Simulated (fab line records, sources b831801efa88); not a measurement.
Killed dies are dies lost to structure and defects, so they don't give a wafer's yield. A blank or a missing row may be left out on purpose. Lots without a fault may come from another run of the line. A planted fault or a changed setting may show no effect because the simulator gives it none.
A struck lot beside a sound one | flow sky130 | 14 steps out of a route of 708
Sound: wafers L559.3, L559.4, L559.6. Struck: wafers L549.1, L549.3, L549.4. The cause comes at the end.
At each step with rows: each side's tool, then ch and its chambers, then its first start. Under that, the readings that differ: sound wafers | struck wafers | difference of the means | sigmas: that difference in standard deviations of wafers without a fault.
alike: readings whose means differ by less than 2 such deviations, and words and numbers that are the same on both sides. not compared: withheld readings, readings that some wafer has no value for, bounds like >300 that may hide the same value, and numbers for which the record gives no deviation and whose values overlap.
The two part at a step that has a row with sigmas, a row that says differs or no value, or rows on one side only. Numbers that don't overlap but have no deviation are shown without sigmas and don't part them. A reading that every wafer of one side lacks parts them only if that side has two wafers or more.

first, 1 step without rows for these wafers: SKY_POLY_CUT_DEVELOP_07 (develop time 60 s).
SKY_POLY_CUT_CD_MEAS_08: target cd 270 nm.
  sound on cd_sem-02, day 31 07:37; struck on cd_sem-02, day 28 05:28
  alike: cd_nm
SKY_POLY_CUT_OVL_MEAS_09:
  sound on overlay-01, day 31 07:43; struck on overlay-01, day 28 05:35
  alike: POLY_CUT_OVL
SKY_POLY_CUT_ETCH_10: etches BARC in N2/H2, stops on SiO2, time 45.9 s, target depth 60 nm.
  sound on rie_diel-03 ch 0,1,3, day 31 07:44; struck on rie_diel-02 ch 0,1,3, day 28 05:37
  alike: drypump_motor_current_A, oes_product_au, throttle_valve_pct
  not compared: rf_hours_counter_h
SKY_POLY_CUT_ETCH_11: etches Si3N4 in CF4/CH2F2/Ar, stops on poly-Si, time 42.5 s, target depth 60 nm.
  sound on rie_diel-03 ch 0,1,3, day 31 07:47; struck on rie_diel-02 ch 0,1,3, day 28 05:39
  alike: drypump_motor_current_A, oes_product_au, throttle_valve_pct
  not compared: rf_hours_counter_h
SKY_POLY_CUT_STRIP_12: strips in O2/N2.
  sound on plasma_asher-02 ch 0,1, day 31 07:51; struck on plasma_asher-02 ch 0,1, day 28 05:42
  alike: drypump_motor_current_A, oes_product_au, strip_time_to_endpoint_s
  not compared: rf_hours_counter_h
then, 6 steps without rows for these wafers: SKY_SD_P_DEHYDRATE_00 (time 60 s); SKY_SD_P_HMDS_01 (prime time 60 s); SKY_SD_P_COAT_02 (resist thk 1140 nm); SKY_SD_P_SOFTBAKE_03 (time 60 s); SKY_SD_P_EXPOSE_04 (exposes mask PSDM, target cd 380 nm); SKY_SD_P_PEB_05.
SKY_SD_P_DEVELOP_06: develop time 60 s.
  sound on litho_track-01 ch 0, day 32 10:43; struck on litho_track-04, day 29 08:55
  no value came back on the struck wafers for chill_plate_temp_C (C), develop_time_s (s), developer_temp_C (C); on the sound wafers chill_plate_temp_C (C) reads 22.95 22.86 22.84
SKY_SD_P_CD_MEAS_07: target cd 380 nm.
  sound on cd_sem-02, day 32 10:51; struck on cd_sem-02, day 29 09:04
  reading    | sound             | struck | difference                    | sigmas
  cd_nm (nm) | 380.6 378.5 379.9 | - - -  | no value on the struck wafers |

WHERE THEY PART
First at SKY_SD_P_DEVELOP_06; last, within this record, at SKY_SD_P_CD_MEAS_07.

WHY: what the simulator had put in
Skipped step whole: litho_track-04, from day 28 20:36 on, at SKY_SD_P_DEVELOP_06. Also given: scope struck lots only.
